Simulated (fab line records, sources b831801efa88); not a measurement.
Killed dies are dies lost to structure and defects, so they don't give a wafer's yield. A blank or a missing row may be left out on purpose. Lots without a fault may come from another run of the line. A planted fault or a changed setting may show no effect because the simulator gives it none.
Chamber matching | flow sky130 | SKY_CONTACT_ETCH_16 on rie_diel-01: 4 sister chambers
The step etches BARC in N2/H2, stops on SiO2, time 45.9 s, target depth 60 nm. 8 wafers are shown with their chamber, then 12 later ones without.

WAFERS WITH THEIR CHAMBER
wafer  | chamber | drypump_motor_current_A (A) | oes_product_au (a.u.)
L090.5 | 3       | 6.0                         | 0.854
L090.6 | 0       | 6.3                         | 0.862
L091.3 | 0       | 6.3                         | 0.852
L091.5 | 2       | 4.8                         | 0.854
L091.6 | 1       | 5.2                         | 0.862
L093.1 | 3       | 5.9                         | 0.865
L093.2 | 2       | 4.7                         | 0.850
L093.3 | 1       | 5.2                         | 0.864

WAFERS WITHOUT THEIR CHAMBER
wafer  | drypump_motor_current_A (A) | oes_product_au (a.u.)
L095.1 | 5.2                         | 0.855
L095.2 | 6.3                         | 0.853
L095.3 | 6.0                         | 0.858
L095.4 | 6.3                         | 0.861
L095.5 | 6.0                         | 0.855
L095.6 | 5.2                         | 0.848
L097.1 | 4.7                         | 0.862
L097.2 | 6.3                         | 0.855
L097.3 | 5.2                         | 0.852
L097.4 | 5.9                         | 0.860
L097.5 | 6.0                         | 0.854
L097.6 | 6.3                         | 0.852

WHICH CHAMBER EACH WENT THROUGH
wafer  | from the rows above | in truth
L095.1 | 1                   | 1
L095.2 | 0                   | 0
L095.3 | 3                   | 3
L095.4 | 0                   | 0
L095.5 | 3                   | 3
L095.6 | 1                   | 1
L097.1 | 2                   | 2
L097.2 | 0                   | 0
L097.3 | 1                   | 1
L097.4 | 3                   | 3
L097.5 | 3                   | 3
L097.6 | 0                   | 0
Placed correctly: 12 of 12. Can't be placed from these rows: 0. Placed wrongly: 0.
How it was worked out, from the rows above alone: a wafer's distance from a chamber is the root of the sum, over the readings, of the square of ((its reading less the chamber's mean) divided by the reading's scatter). The wafer belongs to the nearest chamber; if the next one is less than 2 further off, it can't be placed. A chamber's mean is the mean of its shown wafers. The scatter: the root of (the sum of the squares of (reading less its chamber's mean) over the shown wafers, divided by (wafers less chambers)).
